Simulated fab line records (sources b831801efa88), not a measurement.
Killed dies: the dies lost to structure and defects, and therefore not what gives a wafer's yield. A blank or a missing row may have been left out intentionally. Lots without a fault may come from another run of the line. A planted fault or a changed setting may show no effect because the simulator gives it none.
8D (eight disciplines) problem report, filled in by code || flow gf180mcu || the parts of the form that need people (team, actions taken, sign-off) are left out

== 1. WHAT IS WRONG ==
At GF_V4_CVD_02, rf_fwd_power_W averages 498.9 W over 3 wafers from 2 lots, while fault-free wafers read 596.6 W, standard deviation 2.4. Measured from the usual mean, that is -41 standard deviations.
The step: deposits SiO2 from TEOS, target thk 850 nm, time 94.851 s.
Seen first at day 26 22:59 on pecvd-01, wafer L561.5. The record has a number at this step for 36 wafers belonging to 12 lots. Rule for "out" (also "out of limits"): further than 4 standard deviations from the usual mean. The rest of the wafers with a number are treated as sound.

== 2. WHAT IT IS, AND WHAT IT ISN'T ==
{"question": "which readings at this step", "is": "rf_fwd_power_W", "is not": "heater_power_w, susceptor_temp_C"}
{"question": "which lots", "is": "L561, L565", "is not": "L551, L555, L558, L560, L562, L569, L571, L572, L573, L574"}
{"question": "which wafers of those lots", "is": "L561.5, L565.2, L565.5", "is not": "L561.1, L561.3, L565.4"}
{"question": "read on which tools", "is": "pecvd-01", "is not": "pecvd-02, pecvd-03"}
{"question": "when", "is": "from day 26 22:59", "is not": "up to then (14 sound wafers); but 19 sound wafers of L562, L565, L569, L571, L572, L573, L574 came after"}

== 3. THE SUSPECTS, EACH WITH WHAT RULES IT OUT ==
Counting: if a tool at a process step up to the reading ran every lot that is out, it stays a suspect. Sound lots after the first of them don't rule it out here, since some wafers of a struck lot are sound.
- pecvd-01 at GF_V4_CVD_02 (deposits SiO2 from TEOS, target thk 850 nm, time 94.851 s): kept. Every lot that is out went through it, the first being L561 (day 26 22:59); the last sound lot it ran before that was L560 (day 26 08:32). Its own readings are out on those wafers: rf_fwd_power_W.
- The sound lot-mates ran in chamber 1 of pecvd-01 at GF_V4_CVD_02, but the wafers that are out ran in chamber 0.
Left after counting: pecvd-01 at GF_V4_CVD_02.

== 4. THE CAUSE (what the simulator had put in) ==
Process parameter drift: pecvd-01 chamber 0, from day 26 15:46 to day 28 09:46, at GF_V4_CVD_02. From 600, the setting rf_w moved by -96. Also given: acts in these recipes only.
After counting, this tool was the only one left.

== 5. THE EFFECT CHAIN, in route order ==
Each row: a reading whose mean over the struck wafers that have a number lies more than 3 standard deviations from the usual. Readings are gone through only where the record gives a usual standard deviation; hours: the median, over the lots, of the time from a lot's start at the first step in this table giving one to that lot's start at this step; sigmas: the change measured in usual standard deviations.
{"hours": 0, "step": "GF_V4_CVD_02", "reading": "rf_fwd_power_W", "usual": "596.6 W", "on struck wafers": 498.9, "change": -97.7, "sigmas": -41}
The process steps in it:
- GF_V4_CVD_02: deposits SiO2 from TEOS, target thk 850 nm, time 94.851 s.
Later measuring or inspecting steps at which every struck wafer that the step has a row for has a number for every such reading, and none has moved that far: GF_V4_THK_MEAS_03.

== 6. HOW IT WOULD HAVE BEEN CAUGHT EARLIER ==
In this record no reading fell out of limits until day 26 22:59, 7 hours after the fault had begun at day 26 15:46.
